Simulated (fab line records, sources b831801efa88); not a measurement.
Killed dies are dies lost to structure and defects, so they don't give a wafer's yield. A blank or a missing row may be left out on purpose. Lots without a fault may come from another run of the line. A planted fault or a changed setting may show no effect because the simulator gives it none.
A struck lot beside a sound one | flow gf180mcu | 14 steps out of a route of 602
Sound: wafers L686.2, L686.3, L686.4. Struck: wafer L698.5. (L698.4 of the same lot was not struck and is left out.) The cause comes at the end.
At each step with rows: each side's tool, then ch and its chambers, then its first start. Under that, the readings that differ: sound wafers | struck wafers | difference of the means | sigmas: that difference in standard deviations of wafers without a fault.
alike: readings whose means differ by less than 2 such deviations, and words and numbers that are the same on both sides. not compared: withheld readings, readings that some wafer has no value for, bounds like >300 that may hide the same value, and numbers for which the record gives no deviation and whose values overlap.
The two part at a step that has a row with sigmas, a row that says differs or no value, or rows on one side only. Numbers that don't overlap but have no deviation are shown without sigmas and don't part them. A reading that every wafer of one side lacks parts them only if that side has two wafers or more.

GF_V4_CD_MEAS_14: target cd 260 nm.
  sound on cd_sem-01, day 25 18:28; struck on cd_sem-01, day 29 07:46
  alike: cd_nm
GF_V4_OVL_MEAS_15:
  sound on overlay-02, day 25 18:34; struck on overlay-02, day 29 07:50
  alike: V4_OVL
GF_V4_ETCH_16: etches BARC in N2/H2.
  sound on rie_diel-03 ch 2,3, day 25 18:35; struck on rie_diel-01 ch 3, day 29 07:52
  reading                | sound                | struck | difference | sigmas
  throttle_valve_pct (%) | 13.227 13.219 13.204 | 13.237 | +0.020     | +2
  alike: drypump_motor_current_A, oes_product_au
GF_V4_ETCH_17: etches SiO2 in C4F8/O2/Ar, stops on TiN, target depth 630 nm.
  sound on rie_diel-03 ch 2,3; struck on rie_diel-01 ch 3
  alike: oes_product_au
then, 3 steps without rows for these wafers: GF_V4_STRIP_18 (strips in O2/N2); GF_V4_STRIP_19 (strips in post etch residue remover, time 1200 s); GF_V4_CLEAN_20 (cleans in DIW).
GF_V4_SPUTTER_21: material Ti, target thk 15 nm, time 80.02 s.
  sound on pvd_sputter-01, day 25 19:15; struck on pvd_sputter-02, day 29 08:32
  reading                | sound                | struck | difference | sigmas
  cathode_dc_power_W (W) | 2500.3 2500.3 2500.4 | 2499.1 | -1.2       | -3
  throttle_valve_pct (%) | 28.5 28.4 27.6       | 30.6   | +2.4       | +2
GF_V4_SPUTTER_22: material TiN, target thk 10 nm, time 40 s.
  sound on pvd_sputter-01, day 25 19:19; struck on pvd_sputter-02, day 29 08:36
  reading                | sound                | struck | difference | sigmas
  cathode_dc_power_W (W) | 4000.5 3999.9 4000.4 | 3998.8 | -1.5       | -2
  throttle_valve_pct (%) | 28.5 28.7 27.9       | 30.6   | +2.2       | +2
then, 1 step without rows for these wafers: GF_V4_CVD_23 (deposits W, target thk 350 nm, time 104.9 s).
GF_V4_RS_MEAS_24: measures by four-point-probe.
  sound on film_metro-04, day 25 19:29; struck on film_metro-04, day 29 08:49
  alike: V4_W_RS
GF_V4_THK_MEAS_25: measures by xrf.
  sound on film_metro-04, day 25 19:36; struck on film_metro-04, day 29 08:55
  alike: V4_W_THK
GF_V4_CMP_26: polishes, stops on SiO2, t overpolish 15 s, target thk 0 nm.
  sound on cmp-01 ch 0,1,2, day 25 19:39; struck on cmp-01 ch 2, day 29 08:59
  reading                | sound                | struck | difference | sigmas
  overpolish_run_s (s)   | 15.000 15.013 15.009 | 0.043  | -14.964    | -99 or more
  time_to_endpoint_s (s) | 85 79 79             | 133    | +52        | +15
  alike: motor_current_A
GF_MIM_SPUTTER_00: material Ti, target thk 37.5 nm, time 150 s.
  the record has rows for the sound wafers here (pvd_sputter-03, day 25 19:57) and none for the struck ones

WHERE THEY PART
First at GF_V4_ETCH_16; last, within this record, at GF_MIM_SPUTTER_00.

WHY: what the simulator had put in
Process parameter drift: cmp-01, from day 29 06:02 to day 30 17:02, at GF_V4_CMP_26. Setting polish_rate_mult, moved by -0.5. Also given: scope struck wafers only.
